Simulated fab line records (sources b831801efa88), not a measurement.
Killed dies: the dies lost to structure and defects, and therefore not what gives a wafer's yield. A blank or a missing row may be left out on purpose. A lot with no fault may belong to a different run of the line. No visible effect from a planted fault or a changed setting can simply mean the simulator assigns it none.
fab line records | flow sky130
record: lots: 11 wafers: 33 lastDay: 50
route steps=708 shown VIA2@519 METAL3@536 VIA3@575 PAD_OPEN@707
lots with no fault: from the same line, run without faults
startH: hours from the record's first day to the start of the lot's first wafer shown | waitH: hours from the lot's prior step to this one | " as in the row above | L1.1+2: one row covering several wafers at once | - value missing, or start not given | * or withheld: withheld | < > ~ a bound
route shown NAME@n: names a module that has steps shown in the file, with the first one's number in the route | usual: average and standard deviation across the fault-free wafers | same: alike in all rows | chamber/n: place in a boat | sites: the reading at each site | _std_site: their standard deviation | _edge_site: outer sites' mean less inner sites' | radiusMm: for every site, how far away it sits from the centre of the wafer | mask NAME#n: copy n | behind: the last tool/chamber to shape the wafer | hold: why the lot was held/for how many hours/how that ended | device: whichever transistor did not switch (one of n, p or np) | end of line: the route-end tests of the same wafers | a step with no rows: only its recipe | killed: dies that structure and defects cost at the first sort, which is not the same as the wafer's yield | map: a wafer's dies, marking killed ones x, the rest . and places with no die _
set.NAME: the setting the step ran with; set.NAME@STEP: the setting that earlier step ran with | model.NAME: the simulator's own value behind a step, which no gauge read
route steps across a sampled set of lots; one table per step, one row per wafer
services: when a tool's chamber went out of use (startH, in hours from the record's first day, below 0 if earlier), for how many hours, and the reason
== steps ==
step: SKY_VIA2_CD_MEAS_12
recipe: targetCdNm: 200
usual: cdNm: 199.9/1.3
columns lot.wafer tool chamber startH waitH cdNm
L874.1 cdSem-01 - 844.15 - 199.9
L874.5 " - " " 198.9
L874.6 " - " " 198.3
L880.1 cdSem-01 - 896.73 - 200.8
L880.3 " - " " 199.1
L880.5 " - " " 201.2
L882.2 cdSem-02 - 906.32 - 201.7
L882.4 " - " " 201.6
L882.5 " - " " 202.2
L883.1 cdSem-02 - 910.30 - 200.3
L883.2 " - " " 200.8
L883.6 " - " " 199.3
L885.3 cdSem-02 - 927.17 - 201.6
L885.4 " - " " 200.8
L885.5 " - " " 202.0
L887.1 cdSem-02 - 937.55 - 200.5
L887.2 " - " " 198.1
L887.5 " - " " 199.7
L888.4 cdSem-01 - 947.97 - 198.0
L888.5 " - " " 198.9
L888.6 " - " " 199.0
L891.3 cdSem-02 - 988.34 - 201.4
L891.5 " - " " 200.6
L891.6 " - " " 201.2
L894.1 cdSem-02 - 991.72 - 201.3
L894.5 " - " " 200.6
L894.6 " - " " 200.7
L893.3 cdSem-01 - 997.24 - 199.6
L893.5 " - " " 199.0
L893.6 " - " " 199.2
L895.1 cdSem-01 - 998.97 - 198.5
L895.2 " - " " 197.4
L895.3 " - " " 198.6
step: SKY_METAL3_SPUTTER_04
recipe: material: TiN targetThkNm: 70 powerW: 6500 timeS: 58.3 chamberPressurePa: 0.4
usual: throttleValvePct: 30.6/0.7
columns lot.wafer tool chamber startH waitH throttleValvePct
L874.1 pvdSputter-01 - 845.91 0.0 31.7
L874.5 " - " " 30.0
L874.6 " - " " 30.1
L880.1 pvdSputter-03 - 898.39 0.0 30.5
L880.3 " - " " 31.0
L880.5 " - " " 30.9
L882.2 pvdSputter-04 - 908.02 0.0 32.0
L882.4 " - " " 31.0
L882.5 " - " " 31.3
L883.1 pvdSputter-03 - 911.93 0.0 30.2
L883.2 " - " " 31.0
L883.6 " - " " 30.5
L885.3 pvdSputter-03 - 928.76 0.0 30.6
L885.4 " - " " 30.5
L885.5 " - " " 30.7
L887.1 pvdSputter-03 - 939.19 0.0 30.9
L887.2 " - " " 30.4
L887.5 " - " " 30.2
L888.4 pvdSputter-04 - 950.06 0.0 32.3
L888.5 " - " " 31.1
L888.6 " - " " 29.3
L891.3 pvdSputter-03 - 989.93 0.0 30.5
L891.5 " - " " 30.3
L891.6 " - " " 30.4
L894.1 pvdSputter-03 - 993.35 0.0 30.3
L894.5 " - " " 30.4
L894.6 " - " " 30.9
L893.3 pvdSputter-04 - 998.83 0.0 32.0
L893.5 " - " " 30.3
L893.6 " - " " 32.1
L895.1 pvdSputter-04 - 1000.71 0.0 29.4
L895.2 " - " " 30.5
L895.3 " - " " 31.0
step: SKY_VIA3_CMP_02
recipe: material: SiO2 downForcePsi: 4 platenRpm: 60 padVelocityMS: 0.94248
usual: motorCurrentA: 11.6/0.83 platenRpm: 60.00/0.039
columns lot.wafer tool chamber startH waitH motorCurrentA platenRpm
L874.1 cmp-02 1 900.22 0.1 11.9 59.96
L874.6 " 0 " " 11.0 60.04
L874.5 " 1 " " 11.0 60.05
L880.1 cmp-01 1 949.97 0.1 13.2 59.96
L880.3 " 2 " " 11.0 60.08
L880.5 " 1 " " 13.6 59.99
L882.2 cmp-01 2 959.77 0.1 10.7 60.03
L882.4 " 3 " " 10.3 60.08
L882.5 " 1 " " 13.5 60.05
L883.2 cmp-02 0 964.17 0.0 10.2 59.96
L883.1 " 1 " " 11.5 59.98
L883.6 " 1 " " 11.8 60.08
L885.4 cmp-01 0 980.98 0.0 11.9 60.04
L885.3 " 2 " " 11.6 60.00
L885.5 " 1 " " 12.7 60.08
L887.1 cmp-02 0 990.53 0.1 11.3 59.96
L887.2 " 3 " " 12.3 59.98
L887.5 " 1 " " 11.6 60.02
L888.4 cmp-02 3 1001.52 0.0 12.0 59.96
L888.6 " 3 " " 12.5 59.99
L888.5 " 0 " " 11.2 59.94
L891.3 cmp-02 1 1038.19 0.1 11.8 60.08
L891.5 " 3 " " 12.7 59.97
L891.6 " 0 " " 10.8 59.98
L894.1 cmp-02 0 1040.32 0.1 10.5 60.04
L894.6 " 3 " " 12.8 60.02
L894.5 " 0 " " 11.0 59.96
L893.3 cmp-02 0 1046.92 0.4 10.3 60.00
L893.6 " 2 " " 11.9 60.04
L893.5 " 3 " " 12.3 60.00
L895.1 cmp-01 2 1048.23 0.1 11.2 60.03
L895.3 " 0 " " 11.2 60.01
L895.2 " 1 " " 14.0 60.03
step: SKY_VIA3_BOW_MEAS_03
recipe: mode: bow
usual: VIA3_BOW: 79/8
columns lot.wafer tool chamber startH waitH hold VIA3_BOW[um]
L874.1 filmMetro-04 - 900.47 0.2 - 78
L874.5 " - " " - 82
L874.6 " - " " - 72
L880.1 filmMetro-03 - 950.22 0.2 - 99
L880.3 " - " " - 86
L880.5 " - " " - 91
L882.2 filmMetro-02 - 960.04 0.2 - 79
L882.4 " - " " - 80
L882.5 " - " " - 88
L883.1 filmMetro-03 - 964.47 0.2 - 81
L883.2 " - " " - 73
L883.6 " - " " - 74
L885.3 filmMetro-04 - 981.32 0.2 - 69
L885.4 " - " " - 75
L885.5 " - " " - 75
L887.1 filmMetro-03 - 990.85 0.3 - 80
L887.2 " - " " - 64
L887.5 " - " " - 84
L888.4 filmMetro-03 - 1001.88 0.3 - 93
L888.5 " - " " - 88
L888.6 " - " " - 72
L891.3 filmMetro-03 - 1038.43 0.2 awaitDispo/0.2h/release 84
L891.5 " - " " awaitDispo/0.2h/release 108
L891.6 " - " " awaitDispo/0.2h/release 89
L891.3 filmMetro-03 - 1038.72 0.3 - -
L891.5 " - " " - -
L891.6 " - " " - -
L894.1 filmMetro-02 - 1040.57 0.2 awaitDispo/0.2h/release 109
L894.5 " - " " awaitDispo/0.2h/release 102
L894.6 " - " " awaitDispo/0.2h/release 84
L894.1 filmMetro-02 - 1040.86 0.3 - -
L894.5 " - " " - -
L894.6 " - " " - -
L893.3 filmMetro-03 - 1047.16 0.2 awaitDispo/0.2h/release 76
L893.5 " - " " awaitDispo/0.2h/release 94
L893.6 " - " " awaitDispo/0.2h/release 86
L893.3 filmMetro-03 - 1047.45 0.3 - -
L893.5 " - " " - -
L893.6 " - " " - -
L895.1 filmMetro-03 - 1048.53 0.2 - 77
L895.2 " - " " - 83
L895.3 " - " " - 82
step: SKY_VIA3_CD_MEAS_12
recipe: targetCdNm: 200
usual: cdNm: 200.1/1.5
columns lot.wafer tool chamber startH waitH cdNm
L874.1 cdSem-01 - 925.15 - 202.4
L874.5 " - " " 201.5
L874.6 " - " " 201.9
L880.1 cdSem-01 - 975.33 - 197.3
L880.3 " - " " 197.9
L880.5 " - " " 196.5
L882.2 cdSem-02 - 982.77 - 198.3
L882.4 " - " " 198.6
L882.5 " - " " 198.0
L883.1 cdSem-01 - 989.02 - 196.9
L883.2 " - " " 198.2
L883.6 " - " " 198.1
L885.3 cdSem-01 - 1005.04 - 201.9
L885.4 " - " " 201.6
L885.5 " - " " 201.2
L887.1 cdSem-01 - 1013.83 - 200.2
L887.2 " - " " 200.4
L887.5 " - " " 200.3
L888.4 cdSem-02 - 1025.69 - 199.8
L888.5 " - " " 199.1
L888.6 " - " " 200.2
L891.3 cdSem-02 - 1059.52 - 198.9
L891.5 " - " " 198.7
L891.6 " - " " 201.0
L894.1 cdSem-01 - 1062.35 - 200.2
L894.5 " - " " 200.6
L894.6 " - " " 199.1
L893.3 cdSem-02 - 1067.77 - 200.3
L893.5 " - " " 199.7
L893.6 " - " " 200.5
L895.1 cdSem-01 - 1069.78 - 199.8
L895.2 " - " " 201.9
L895.3 " - " " 199.8
step: SKY_VIA3_ETCH_15
recipe: target: SiO2 chemistry: C4F8/O2/Ar targetDepthNm: 507 stopOn: TiN maskMaterial: KrF-thick sourceW: 1500 biasW: 1200 pressureMtorr: 40 c4f8FlowSccm: withheld O2_flow_sccm: 6 Ar_flow_sccm: 300 timeS: 78
usual: oesProductAu: 0.946/0.0049
columns lot.wafer tool chamber startH waitH oesProductAu rfHoursCounterH
L874.1 rieDiel-01 1 925.34 0.0 0.949 8
L874.5 " 2 " " 0.947 -
L874.6 " 1 " " 0.947 -
L880.1 rieDiel-02 0 975.53 0.0 0.943 4
L880.3 " 1 " " 0.955 7
L880.5 " 1 " " 0.949 -
L882.2 rieDiel-03 0 982.95 0.0 0.947 9
L882.4 " 2 " " 0.948 23
L882.5 " 3 " " 0.950 -
L883.1 rieDiel-03 1 989.21 0.0 0.950 12
L883.2 " 2 " " 0.941 23
L883.6 " 1 " " 0.945 -
L885.3 rieDiel-01 3 1005.25 0.1 0.941 -
L885.4 " 2 " " 0.941 -
L885.5 " 2 " " 0.954 -
L887.1 rieDiel-01 1 1014.03 0.0 0.955 10
L887.2 " 3 " " 0.942 22
L887.5 " 3 " " 0.940 -
L888.4 rieDiel-02 2 1025.83 0.0 0.940 23
L888.5 " 3 " " 0.946 -
L888.6 " 2 " " 0.944 -
L891.3 rieDiel-01 3 1059.68 0.0 0.944 23
L891.5 " 3 " " 1.002 -
L891.6 " 0 " " 0.941 -
L894.1 rieDiel-02 3 1062.54 0.0 1.000 11
L894.5 " 0 " " 0.981 -
L894.6 " 3 " " 0.939 -
L893.3 rieDiel-02 1 1067.93 0.0 0.952 10
L893.5 " 0 " " 0.984 -
L893.6 " 3 " " 0.947 -
L895.1 rieDiel-03 3 1069.98 0.0 0.951 26
L895.2 " 0 " " 0.945 12
L895.3 " 2 " " 0.938 26
step: SKY_PAD_OPEN_BOW_MEAS_13
recipe: mode: bow
usual: PAD_OPEN_BOW: 46/9.1
columns lot.wafer tool chamber startH waitH hold PAD_OPEN_BOW[um]
L874.1 filmMetro-01 - 1074.03 - - 50
L874.5 " - " " - 52
L874.6 " - " " - 44
L880.1 filmMetro-02 - 1116.72 - - 64
L880.3 " - " " - 50
L880.5 " - " " - 57
L882.2 filmMetro-03 - 1121.53 - - 41
L882.4 " - " " - 43
L882.5 " - " " - 53
L883.1 filmMetro-03 - 1126.03 - - 40
L883.2 " - " " - 33
L883.6 " - " " - 36
L885.3 filmMetro-03 - 1140.14 - - 34
L885.4 " - " " - 41
L885.5 " - " " - 41
L887.1 filmMetro-03 - 1146.01 - - 43
L887.2 " - " " - 26
L887.5 " - " " - 47
L888.4 filmMetro-03 - 1154.85 - - 58
L888.5 " - " " - 52
L888.6 " - " " - 35
L891.3 filmMetro-01 - 1183.73 - awaitDispo/0.2h/release 51
L891.5 " - " " awaitDispo/0.2h/release 78
L891.6 " - " " awaitDispo/0.2h/release 58
L891.3 filmMetro-01 - 1184.01 0.3 - -
L891.5 " - " " - -
L891.6 " - " " - -
L894.1 filmMetro-01 - 1184.78 - awaitDispo/0.2h/release 80
L894.5 " - " " awaitDispo/0.2h/release 73
L894.6 " - " " awaitDispo/0.2h/release 55
L894.1 filmMetro-01 - 1185.13 0.3 - -
L894.5 " - " " - -
L894.6 " - " " - -
L893.3 filmMetro-01 - 1187.56 - - 41
L893.5 " - " " - 60
L893.6 " - " " - 50
L895.1 filmMetro-03 - 1190.29 - - 45
L895.2 " - " " - 48
L895.3 " - " " - 49
step: SKY_PAD_OPEN_PROBE_99
usual: defectLimitedYield: 82.3/1.9 killed_at_M0_to_M3: 45/6.6 killed_at_M4_up: 3.1/1.6 killedAtContacts: 24/5 killedAtFrontEnd: 14/4.4 killedAtOther: 0.3/0.58 killedDies: 87/9.2 killedOpen: 47/6.7 killedShort: 40/6.4
same: grossDies: 492 killedAtBackSide: 0
columns lot.wafer tool chamber startH waitH hold defectLimitedYield[%] killed_at_M0_to_M3 killed_at_M4_up killedAtContacts killedAtFrontEnd killedAtOther killedDies killedOpen killedShort
L874.1 prober-01 - 1074.15 0.1 - 84.8 40 4 25 5 1 75 46 29
L874.5 prober-01 - 1074.35 0.2 - 84.6 37 0 26 13 0 76 48 28
L874.6 prober-01 - 1074.40 0.2 - 83.5 38 2 25 16 0 81 44 37
L880.1 prober-01 - 1116.84 0.1 - 81.7 44 6 27 13 0 90 44 46
L880.3 prober-01 - 1116.94 0.2 - 81.7 42 2 31 15 0 90 50 40
L880.5 prober-01 - 1117.04 0.2 - 84.1 43 3 23 9 0 78 47 31
L882.2 prober-01 - 1121.68 0.1 - 84.3 46 3 15 13 0 77 41 36
L882.4 prober-01 - 1121.78 0.2 - 82.9 40 2 29 13 0 84 50 34
L882.5 prober-01 - 1121.83 0.2 - 84.3 40 3 20 14 0 77 38 39
L883.1 prober-02 - 1126.15 0.1 - 85.4 37 3 18 14 0 72 37 35
L883.2 prober-02 - 1126.20 0.1 - 84.8 43 2 18 12 0 75 41 34
L883.6 prober-02 - 1126.40 0.2 - 82.5 51 1 23 11 0 86 52 34
L885.3 prober-02 - 1140.32 0.2 - 82.1 34 5 30 19 0 88 39 49
L885.4 prober-02 - 1140.37 0.2 - 81.9 40 5 27 17 0 89 39 50
L885.5 prober-02 - 1140.42 0.2 - 83.7 43 1 21 13 2 80 45 35
L887.1 prober-02 - 1146.13 0.1 - 81.9 51 1 24 13 0 89 51 38
L887.2 prober-02 - 1146.18 0.1 - 82.3 50 2 24 11 0 87 48 39
L887.5 prober-02 - 1146.33 0.2 - 84.8 43 3 21 8 0 75 39 36
L888.4 prober-01 - 1155.06 0.2 - 80.9 54 2 27 11 0 94 52 42
L888.5 prober-01 - 1155.11 0.2 - 83.5 46 3 22 9 1 81 41 40
L888.6 prober-01 - 1155.16 0.2 - 82.9 45 4 23 12 0 84 42 41
L891.3 prober-01 - 1186.73 2.7 awaitDispo/2.5h/release 83.5 35 4 29 10 3 81 52 29
L891.5 prober-01 - 1186.83 2.8 awaitDispo/2.5h/release 83.9 44 5 17 13 0 79 37 42
L891.6 prober-01 - 1186.88 2.8 awaitDispo/2.5h/release 83.9 40 2 28 9 0 79 45 34
L894.1 prober-02 - 1187.06 1.9 awaitDispo/1.8h/release 84.1 40 3 22 13 0 78 35 43
L894.5 prober-02 - 1187.26 2.0 awaitDispo/1.8h/release 84.1 41 6 21 10 0 78 39 39
L894.6 prober-02 - 1187.31 2.1 awaitDispo/1.8h/release 82.7 50 3 24 8 0 85 43 42
L893.3 prober-01 - 1187.74 0.2 - 77.4 49 4 39 18 1 111 64 47
L893.5 prober-01 - 1187.84 0.2 - 78.3 56 3 31 16 1 107 55 52
L893.6 prober-01 - 1187.89 0.2 - 78.5 55 5 32 14 0 106 59 47
L895.1 prober-02 - 1190.41 0.1 - 85.4 41 1 15 15 0 72 34 38
L895.2 prober-02 - 1190.46 0.1 - 83.3 43 3 26 10 0 82 46 36
L895.3 prober-02 - 1190.51 0.2 - 84.3 41 1 22 13 0 77 41 36
killed by level:class
L874.1 VIA3:geometricParticle:open=12 CONTACT:geometricParticle:open=11 VIA1:geometricParticle:open=10 LI_CONTACT:geometricParticle:open=6 METAL1:geometricParticle:short=4 METAL2:geometricParticle:short=4 POLY_GATE:geometricParticle:short=3 LOCAL_INTERCONNECT:geometricParticle:short=3
L874.5 LI_CONTACT:geometricParticle:open=10 CONTACT:geometricParticle:open=9 VIA1:geometricParticle:open=9 VIA3:geometricParticle:open=8 VIA2:geometricParticle:open=5 POLY_GATE:geometricParticle:short=4 LOCAL_INTERCONNECT:geometricParticle:short=4 VIA3:geometricParticle:short=4
L874.6 VIA3:geometricParticle:open=8 METAL2:geometricParticle:short=7 CONTACT:geometricParticle:open=7 POLY_GATE:geometricParticle:open=7 VIA1:geometricParticle:open=7 LI_CONTACT:geometricParticle:open=6 POLY_GATE:geometricParticle:short=4 LI_CONTACT:geometricParticle:short=4
L880.1 VIA1:geometricParticle:open=12 LOCAL_INTERCONNECT:geometricParticle:short=10 LI_CONTACT:geometricParticle:open=7 CONTACT:geometricParticle:open=7 METAL2:geometricParticle:short=7 VIA3:geometricParticle:open=7 METAL4:geometricParticle:short=5 FIELD_ISO:geometricParticle:open=4
L880.3 VIA1:geometricParticle:open=11 LI_CONTACT:geometricParticle:open=9 CONTACT:geometricParticle:open=9 CONTACT:geometricParticle:short=7 VIA2:geometricParticle:open=7 VIA3:geometricParticle:open=7 VIA1:geometricParticle:short=5 METAL2:geometricParticle:short=5
L880.5 VIA1:geometricParticle:open=10 VIA2:geometricParticle:open=9 VIA3:geometricParticle:open=9 CONTACT:geometricParticle:short=7 CONTACT:geometricParticle:open=6 VIA3:geometricParticle:short=5 LI_CONTACT:geometricParticle:open=4 LOCAL_INTERCONNECT:geometricParticle:short=3
L882.2 VIA1:geometricParticle:open=11 VIA1:geometricParticle:short=8 VIA3:geometricParticle:open=7 FIELD_ISO:geometricParticle:open=6 METAL1:geometricParticle:short=5 LOCAL_INTERCONNECT:geometricParticle:short=4 CONTACT:geometricParticle:open=4 VIA2:geometricParticle:open=4
L882.4 CONTACT:geometricParticle:open=13 VIA1:geometricParticle:open=13 VIA2:geometricParticle:open=8 LI_CONTACT:geometricParticle:open=7 LOCAL_INTERCONNECT:geometricParticle:short=5 METAL1:geometricParticle:short=5 METAL2:geometricParticle:short=4 CONTACT:geometricParticle:short=4
L882.5 CONTACT:geometricParticle:open=8 VIA1:geometricParticle:open=8 METAL2:geometricParticle:short=7 VIA1:geometricParticle:short=6 FIELD_ISO:geometricParticle:open=4 LOCAL_INTERCONNECT:geometricParticle:short=4 VIA3:geometricParticle:open=4 FIELD_ISO:geometricParticle:short=3
L883.1 VIA1:geometricParticle:open=8 CONTACT:geometricParticle:open=7 FIELD_ISO:geometricParticle:short=6 LI_CONTACT:geometricParticle:open=6 VIA1:geometricParticle:short=6 METAL2:geometricParticle:short=6 VIA2:geometricParticle:open=5 POLY_GATE:geometricParticle:open=4
L883.2 VIA1:geometricParticle:open=10 CONTACT:geometricParticle:open=8 VIA2:geometricParticle:open=8 METAL2:geometricParticle:short=7 METAL1:geometricParticle:short=5 POLY_GATE:geometricParticle:open=4 FIELD_ISO:geometricParticle:open=3 POLY_GATE:geometricParticle:short=3
L883.6 VIA1:geometricParticle:open=18 LI_CONTACT:geometricParticle:open=8 CONTACT:geometricParticle:open=8 METAL1:geometricParticle:short=7 METAL2:geometricParticle:short=7 POLY_GATE:geometricParticle:open=5 LI_CONTACT:geometricParticle:short=5 VIA1:geometricParticle:short=5
L885.3 CONTACT:geometricParticle:open=9 CONTACT:geometricParticle:short=7 LI_CONTACT:geometricParticle:open=6 LOCAL_INTERCONNECT:geometricParticle:short=6 VIA2:geometricParticle:open=6 METAL2:geometricParticle:short=5 FIELD_ISO:geometricParticle:short=4 METAL3:geometricParticle:short=4
L885.4 METAL1:geometricParticle:short=9 FIELD_ISO:geometricParticle:short=7 LI_CONTACT:geometricParticle:open=7 LOCAL_INTERCONNECT:geometricParticle:short=7 CONTACT:geometricParticle:open=7 VIA2:geometricParticle:open=5 CONTACT:geometricParticle:short=5 VIA1:geometricParticle:open=5
L885.5 CONTACT:geometricParticle:open=10 VIA2:geometricParticle:open=10 METAL2:geometricParticle:short=6 METAL1:geometricParticle:short=6 LI_CONTACT:geometricParticle:open=5 VIA3:geometricParticle:open=5 POLY_GATE:geometricParticle:short=4 CONTACT:geometricParticle:short=4
L887.1 VIA1:geometricParticle:open=12 CONTACT:geometricParticle:open=8 CONTACT:geometricParticle:short=6 VIA3:geometricParticle:open=6 VIA1:geometricParticle:short=6 VIA2:geometricParticle:open=6 FIELD_ISO:geometricParticle:open=4 POLY_GATE:geometricParticle:open=4
L887.2 VIA1:geometricParticle:open=13 CONTACT:geometricParticle:open=13 METAL2:geometricParticle:short=8 VIA1:geometricParticle:short=6 VIA2:geometricParticle:open=6 CONTACT:geometricParticle:short=5 VIA3:geometricParticle:open=5 METAL1:geometricParticle:short=4
L887.5 VIA1:geometricParticle:open=9 CONTACT:geometricParticle:open=8 LI_CONTACT:geometricParticle:open=7 METAL2:geometricParticle:short=6 VIA2:geometricParticle:open=5 VIA3:geometricParticle:open=5 VIA3:geometricParticle:short=4 VIA1:geometricParticle:short=4
L888.4 VIA1:geometricParticle:open=12 CONTACT:geometricParticle:open=9 VIA2:geometricParticle:open=9 LOCAL_INTERCONNECT:geometricParticle:short=7 VIA3:geometricParticle:open=7 METAL1:geometricParticle:short=5 METAL2:geometricParticle:short=5 VIA2:geometricParticle:short=5
L888.5 VIA1:geometricParticle:open=12 CONTACT:geometricParticle:open=8 VIA2:geometricParticle:open=8 CONTACT:geometricParticle:short=7 VIA1:geometricParticle:short=5 VIA2:geometricParticle:short=5 METAL2:geometricParticle:short=4 METAL1:geometricParticle:short=4
L888.6 VIA1:geometricParticle:open=8 CONTACT:geometricParticle:open=8 METAL3:geometricParticle:short=8 LI_CONTACT:geometricParticle:open=7 VIA2:geometricParticle:open=5 VIA3:geometricParticle:open=5 POLY_GATE:geometricParticle:short=4 VIA1:geometricParticle:short=4
L891.3 VIA1:geometricParticle:open=11 LI_CONTACT:geometricParticle:open=11 CONTACT:geometricParticle:open=10 VIA3:geometricParticle:open=6 POLY_GATE:geometricParticle:short=5 VIA2:geometricParticle:open=5 VIA1:geometricParticle:short=4 CONTACT:geometricParticle:short=4
L891.5 VIA3:geometricParticle:open=8 FIELD_ISO:geometricParticle:short=6 LOCAL_INTERCONNECT:geometricParticle:short=6 VIA1:geometricParticle:open=6 LI_CONTACT:geometricParticle:open=5 METAL1:geometricParticle:short=5 VIA1:geometricParticle:short=5 VIA2:geometricParticle:short=5
L891.6 CONTACT:geometricParticle:open=12 VIA1:geometricParticle:open=9 VIA3:geometricParticle:open=8 CONTACT:geometricParticle:short=5 LOCAL_INTERCONNECT:geometricParticle:short=5 VIA1:geometricParticle:short=5 VIA2:geometricParticle:open=4 POLY_GATE:geometricParticle:short=3
L894.1 VIA1:geometricParticle:open=10 METAL2:geometricParticle:short=7 LI_CONTACT:geometricParticle:open=6 VIA3:geometricParticle:short=6 CONTACT:geometricParticle:open=5 LI_CONTACT:geometricParticle:short=4 FIELD_ISO:geometricParticle:short=4 LOCAL_INTERCONNECT:geometricParticle:short=4
L894.5 VIA3:geometricParticle:open=8 CONTACT:geometricParticle:open=7 CONTACT:geometricParticle:short=6 POLY_GATE:geometricParticle:short=5 VIA1:geometricParticle:short=5 METAL3:geometricParticle:short=5 VIA1:geometricParticle:open=5 VIA2:geometricParticle:open=5
L894.6 LI_CONTACT:geometricParticle:open=8 CONTACT:geometricParticle:open=8 METAL2:geometricParticle:short=8 VIA3:geometricParticle:open=7 VIA2:geometricParticle:short=6 METAL1:geometricParticle:short=6 VIA1:geometricParticle:open=6 VIA2:geometricParticle:open=5
L893.3 CONTACT:geometricParticle:open=12 VIA2:geometricParticle:open=12 FIELD_ISO:geometricParticle:open=8 LI_CONTACT:geometricParticle:short=7 CONTACT:geometricParticle:short=7 VIA1:geometricParticle:open=7 VIA3:geometricParticle:open=7 METAL1:geometricParticle:short=6
L893.5 CONTACT:geometricParticle:open=14 VIA1:geometricParticle:open=13 VIA1:geometricParticle:short=8 LI_CONTACT:geometricParticle:open=8 VIA2:geometricParticle:open=8 LOCAL_INTERCONNECT:geometricParticle:short=5 METAL1:geometricParticle:short=5 METAL2:geometricParticle:short=5
L893.6 VIA1:geometricParticle:open=16 CONTACT:geometricParticle:open=12 LI_CONTACT:geometricParticle:open=10 VIA2:geometricParticle:short=7 METAL1:geometricParticle:short=6 FIELD_ISO:geometricParticle:open=5 VIA1:geometricParticle:short=5 VIA2:geometricParticle:open=5
L895.1 CONTACT:geometricParticle:open=7 VIA1:geometricParticle:short=7 VIA1:geometricParticle:open=7 VIA3:geometricParticle:open=6 VIA2:geometricParticle:open=6 METAL1:geometricParticle:short=4 CONTACT:geometricParticle:short=4 VIA2:geometricParticle:short=4
L895.2 CONTACT:geometricParticle:open=10 LI_CONTACT:geometricParticle:open=7 METAL2:geometricParticle:short=7 VIA2:geometricParticle:open=7 VIA3:geometricParticle:open=6 LOCAL_INTERCONNECT:geometricParticle:short=5 VIA1:geometricParticle:open=5 VIA2:geometricParticle:short=5
L895.3 CONTACT:geometricParticle:open=11 METAL1:geometricParticle:short=8 VIA3:geometricParticle:open=8 VIA1:geometricParticle:open=6 CONTACT:geometricParticle:short=5 METAL2:geometricParticle:short=5 FIELD_ISO:geometricParticle:open=4 SPACER:geometricParticle:short=4
== services ==
columns tool chamber startH hours kind
rieDiel-02 1 826.03 12.6 repair
pvdSputter-03 - 826.66 2.2 repair
pvdSputter-04 - 847.75 4.6 repair
cmp-02 - 859.24 5.6 pm
rieDiel-03 3 875.02 3.4 repair
cmp-02 - 877.88 1.7 repair
cmp-01 - 878.99 0.6 repair
cmp-02 - 883.69 5.8 pm
rieDiel-01 3 897.86 12.5 repair
cmp-02 - 912.27 4.0 pm
rieDiel-02 0 917.57 8.9 repair
rieDiel-02 1 918.77 6.3 repair
rieDiel-03 0 920.99 1.3 repair
rieDiel-01 - 931.47 2.8 pm
rieDiel-02 1 938.60 4.0 repair
rieDiel-01 1 946.12 9.6 repair
rieDiel-01 3 968.76 23.0 repair
cmp-02 - 968.88 4.3 repair
rieDiel-02 2 973.59 2.8 repair
pvdSputter-03 - 988.11 1.3 repair
rieDiel-01 1 998.93 12.6 repair
rieDiel-03 1 1023.22 2.4 repair
cmp-01 - 1037.53 0.9 repair
rieDiel-02 2 1063.00 4.6 repair
== key ==
firstSign: step: SKY_VIA3_BOW_MEAS_03 reading: visit direction: added
effect: step: SKY_VIA3_BOW_MEAS_03 reading: VIA3_BOW direction: up sigmas: 3 usual: 79 struck: 103
effect: step: SKY_VIA3_ETCH_15 reading: oesProductAu direction: up sigmas: 9.2 usual: 0.946 struck: 0.992
effect: step: SKY_PAD_OPEN_BOW_MEAS_13 reading: PAD_OPEN_BOW direction: up sigmas: 3 usual: 46 struck: 73
effect: step: SKY_PAD_OPEN_PROBE_99 reading: hold direction: added
metAt SKY_VIA3_CMP_02
struckLots L891,L893,L894
struckWafers L891.5,L893.5,L894.1,L894.5
notActingAt SKY_VIA2_CD_MEAS_12,SKY_METAL3_SPUTTER_04,SKY_VIA3_CD_MEAS_12
onsetBetween 1001.52 1038.19
fault: kind: processParameterDrift tool: cmp-02 chamber: - onsetH: 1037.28 steps: SKY_VIA3_CMP_02 channel: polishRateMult offset: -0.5 shape: step endH: 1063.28 scope: struckWafersOnly
